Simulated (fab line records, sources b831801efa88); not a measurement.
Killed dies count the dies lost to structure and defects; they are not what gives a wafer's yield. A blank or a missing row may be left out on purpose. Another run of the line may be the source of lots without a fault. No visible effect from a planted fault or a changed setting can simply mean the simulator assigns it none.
Struck lot and sound lot, side by side	flow gf180mcu	45 steps out of a route of 602
Sound: wafers L905.1, L905.4, L905.5. Struck: wafer L924.4 (left out: L924.3, a lot-mate that was not struck); the cause follows at the end.
Order at every step that has rows: each side's tool, ch and its chambers, its first start. Under that, the readings that differ: sound wafers	struck wafers	difference of the means	sigmas: that difference in standard deviations of wafers without a fault.
alike: a reading whose means differ by less than 2 such deviations, as well as words and numbers matching on both sides. not compared: withheld readings; readings where some wafer has no value; bounds like >300 that might hide an equal value; numbers whose values overlap and for which the record gives no deviation.
Wherever a step has rows on one side only, a row that says differs or no value, or a row with sigmas, the two part there. Numbers that have no deviation but don't overlap get no sigmas and don't part them. A reading missing from all wafers of one side parts the sides only when that side holds two or more wafers.

first, 5 steps without rows for these wafers: GF_V1_ETCH_16 (etches BARC in N2/H2); GF_V1_ETCH_17 (etches SiO2 in C4F8/O2/Ar, stops on TiN, target depth 630 nm); GF_V1_STRIP_18 (strips in O2/N2); GF_V1_STRIP_19 (strips in post etch residue remover, time 1200 s); GF_V1_CLEAN_20 (cleans in DIW).
GF_V1_SPUTTER_21: material Ti, target thk 15 nm, time 80.02 s.
  sound on pvd sputter-04 at day 17 22:44; struck on pvd sputter-01 at day 25 00:52
  alike: throttle valve pct
then, 2 steps without rows for these wafers: GF_V1_SPUTTER_22 (material TiN, target thk 10 nm, time 40 s); GF_V1_CVD_23 (deposits W, target thk 350 nm, time 105.05 s).
GF_V1_RS_MEAS_24: measures by four-point-probe.
  sound on film metro-02 at day 17 22:57; struck on film metro-04 at day 25 01:07
  alike: V1_W_RS
GF_V1_THK_MEAS_25: measures by xrf.
  sound on film metro-02 at day 17 23:04; struck on film metro-04 at day 25 01:13
  alike: V1_W_THK
GF_V1_CMP_26: polishes, stops on SiO2, t overpolish 15 s, target thk 0 nm.
  sound on cmp-02 ch 0,1,2, day 17 23:11; struck on cmp-02 ch 0, day 25 01:18
reading	sound	struck	difference	sigmas
time to endpoint s (s)	76 80 84	89	+9	+2
  alike: motor current A, overpolish run s, platen rpm
then, 1 step without rows for these wafers: GF_M2_SPUTTER_00 (material Ti, target thk 37.5 nm, time 150 s).
GF_M2_SPUTTER_01: material TiN, target thk 30 nm, time 25 s.
  sound on pvd sputter-01 at day 17 23:32; struck on pvd sputter-03 at day 25 01:39
reading	sound	struck	difference	sigmas
model.TiN_of_M2_SPUTTER_01.thk nm (nm)	29.22 29.39 29.77	35.14	+5.68	
  alike: throttle valve pct
GF_M2_SPUTTER_02: material AlCu, target thk 450 nm, time 23.9 s.
  sound on pvd sputter-01 at day 17 23:34; struck on pvd sputter-03 at day 25 01:41
  alike: throttle valve pct
GF_M2_SPUTTER_03: material Ti, target thk 10 nm, time 6.7 s.
  sound on pvd sputter-01 at day 17 23:35; struck on pvd sputter-03 at day 25 01:43
  alike: throttle valve pct
then, 1 step without rows for these wafers: GF_M2_SPUTTER_04 (material TiN, target thk 50 nm, time 41.7 s).
GF_M2_RS_MEAS_05: measures by four-point-probe.
  sound on film metro-04 at day 17 23:39; struck on film metro-02 at day 25 01:49
reading	sound	struck	difference	sigmas
M2_ALCU_RS (ohm/sq)	0.0689 0.0686 0.0691	0.0709	+0.0020	+2
GF_M2_THK_MEAS_06: measures by xrf.
  sound on film metro-04 at day 17 23:46; struck on film metro-02 at day 25 01:55
reading	sound	struck	difference	sigmas
M2_ALCU_THK (nm)	460 462 458	446	-14	-2
then, 7 steps without rows for these wafers: GF_M2_DEHYDRATE_07 (time 60 s); GF_M2_HMDS_08 (prime time 60 s); GF_M2_COAT_09 (resist thk 1000 nm); GF_M2_SOFTBAKE_10 (time 60 s); GF_M2_EXPOSE_11 (exposes mask Metal2, target cd 280 nm); GF_M2_PEB_12 (peb time 90 s); GF_M2_DEVELOP_13 (develop time 60 s).
GF_M2_CD_MEAS_14: target cd 280 nm.
  sound on cd sem-02 at day 18 23:40; struck on cd sem-01 at day 25 23:30
  alike: cd nm
GF_M2_OVL_MEAS_15:
  sound on overlay-01 at day 18 23:47; struck on overlay-01 at day 25 23:36
  alike: M2_OVL
then, 1 step without rows for these wafers: GF_M2_METAL_ETCH_16 (etches the open film in Cl2/BCl3, stops on SiO2, target depth 750.8 nm, time 125.1 s).
GF_M2_STRIP_17: strips in O2/N2.
  sound on plasma asher-02 ch 1, day 18 23:57; struck on plasma asher-02 ch 0, day 25 23:50
  alike: drypump motor current A, heater power w, n2 flow sccm, oes product au, strip time to endpoint s
  not compared: rf hours counter h
then, 3 steps without rows for these wafers: GF_M2_STRIP_18 (strips in post etch residue remover, time 1200 s); GF_M2_CLEAN_19 (cleans in DIW); GF_V2_CVD_00 (deposits SiO2, target thk 600 nm, time 100 s).
GF_V2_THK_MEAS_01:
  sound on film metro-01 at day 19 00:33; struck on film metro-04 at day 26 00:28
  alike: V2_CVD_00_THK
then, 1 step without rows for these wafers: GF_V2_CVD_02 (deposits SiO2 from TEOS, target thk 850 nm, time 94.851 s).
GF_V2_THK_MEAS_03:
  sound on film metro-04 at day 19 00:43; struck on film metro-03 at day 26 00:35
  alike: V2_CVD_02_THK
then, 1 step without rows for these wafers: GF_V2_CMP_04 (polishes SiO2).
GF_V2_BOW_MEAS_05:
  sound on film metro-04 at day 19 01:05; struck on film metro-03 at day 26 00:58
reading	sound	struck	difference	sigmas
V2_BOW (um)	111 110 110	90	-20	-3
then, 5 steps without rows for these wafers: GF_V2_DEHYDRATE_06 (time 60 s); GF_V2_HMDS_07 (prime time 60 s); GF_V2_COAT_08; GF_V2_COAT_09 (resist thk 1000 nm); GF_V2_SOFTBAKE_10 (time 60 s).
-- the record jumps here: 6 days lie between the struck wafers' starts before and after (it left off in module V2 and takes up again in module V5, whose first step shown is number 543 of the route) --
GF_V5_THK_MEAS_03:
  sound on film metro-02 at day 26 04:02; struck on film metro-03 at day 31 22:35
  alike: V5_CVD_02_THK
  not compared: hold
GF_V5_CMP_04: polishes SiO2.
  sound on cmp-02 ch 1,2,3, day 26 04:12; struck on cmp-02 ch 1, day 32 01:11
reading	sound	struck	difference	sigmas
hold	- - -	await dispo/2.4h/release	no value on the sound wafers	
  alike: motor current A, platen rpm
GF_PASSIVATION_PROBE_99:
  rows exist in the record for the sound wafers here (prober-01, day 28 22:21), none for the struck ones

WHERE THEY PART
Earliest at GF_V1_CMP_26; latest, in this record, at GF_PASSIVATION_PROBE_99.

WHY: what the simulator had put in
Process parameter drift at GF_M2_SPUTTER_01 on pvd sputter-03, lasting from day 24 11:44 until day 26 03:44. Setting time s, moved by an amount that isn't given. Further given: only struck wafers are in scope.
